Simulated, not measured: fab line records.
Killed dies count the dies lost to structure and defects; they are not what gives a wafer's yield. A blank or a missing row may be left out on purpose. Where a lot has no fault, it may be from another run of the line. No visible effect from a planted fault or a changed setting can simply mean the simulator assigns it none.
2 desks, one fault    flow sky130    only its own numbers are on each desk; what lay behind them is given at the end

== THE TOOL OWNER'S DESK: krfScanner-02 ==
The tool's own readings at SKY_METAL2_EXPOSE_12 (exposes mask MM2, target cd 140 nm): means of the sampled wafers that have a number, for each lot that ran on this tool. Marked OUT: a lot whose mean sits more than 4 standard deviations from the usual mean, which makes it out of limits; the brackets give that distance.
Columns: A = exposureDoseMJCm2 at SKY_METAL2_EXPOSE_12, usual 27.96; B = reticleTempC at SKY_METAL2_EXPOSE_12, usual 22.97 C
lot   first seen here  A                B
L990  day 34 22:55     27.96            22.84
L993  day 35 22:28     27.93            22.96
L996  day 37 03:55     27.93            22.95
L998  day 37 17:02     27.98            23.07
L999  day 37 22:54     27.90            23.02
L100  day 38 04:28     27.94            22.95
L101  day 38 12:27     27.95            22.88
L106  day 40 01:14     25.76 (-71) OUT  22.95
Finding of this desk: L106 out of limits; the first was L106 at day 40 01:14, on exposureDoseMJCm2 at SKY_METAL2_EXPOSE_12. L990, L993, L996, L998, L999, L100, L101: within limits.

== THE METROLOGY DESK ==
What the gauges read for every lot (on any tool): the sampled wafers with a number, averaged. Marked OUT: a lot whose mean sits more than 4 standard deviations from the usual mean, which makes it out of limits; the brackets give that distance.
Columns: A = cdNm at SKY_VIA1_CD_MEAS_12, usual 149.3 nm; B = VIA1_W_RS at SKY_VIA1_RS_MEAS_22, usual 0.422 ohm/sq; C = cdNm at SKY_METAL2_CD_MEAS_15, usual 140.0 nm
lot   first seen here  A      B      C
L990  day 34 07:02     149.9  0.421  141.0
L991  day 34 10:34     151.0  0.426  141.2
L993  day 35 07:02     149.1  0.419  139.1
L995  day 35 21:37     146.8  0.419  141.5
L994  day 36 07:57     148.3  0.424  140.4
L996  day 36 12:40     148.7  0.419  140.6
L997  day 36 18:26     148.2  0.422  140.5
L998  day 37 02:18     148.1  0.425  138.4
L999  day 37 08:53     150.0  0.422  137.7
L100  day 37 13:46     149.7  0.424  138.9
L101  day 37 21:12     149.8  0.432  141.3
L106  day 39 10:22     147.0  0.419  91.3 (-35) OUT
L112  day 40 22:23     148.7  0.423  143.4
Finding of this desk: L106 out of limits; the first was L106 at day 40 13:44, on cdNm at SKY_METAL2_CD_MEAS_15. L990, L991, L993, L995, L994, L996, L997, L998, L999, L100, L101, L112: within limits.

== ALL TOGETHER ==
An alarm could have come from the tool owner's desk at day 40 01:14, on L106.
On L106, the metrology desk was in a position to raise an alarm at day 40 13:44.
Every lot named ran SKY_METAL2_EXPOSE_12 on krfScanner-02.

== WHAT THE SIMULATOR HAD PUT IN ==
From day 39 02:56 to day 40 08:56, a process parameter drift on krfScanner-02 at SKY_METAL2_EXPOSE_12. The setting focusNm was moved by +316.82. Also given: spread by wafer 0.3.
Lots struck among those shown: L106.
Counting hours from when the fault started, the first reading out of limits came at 22 for the tool owner's desk and at 35 for the metrology desk.
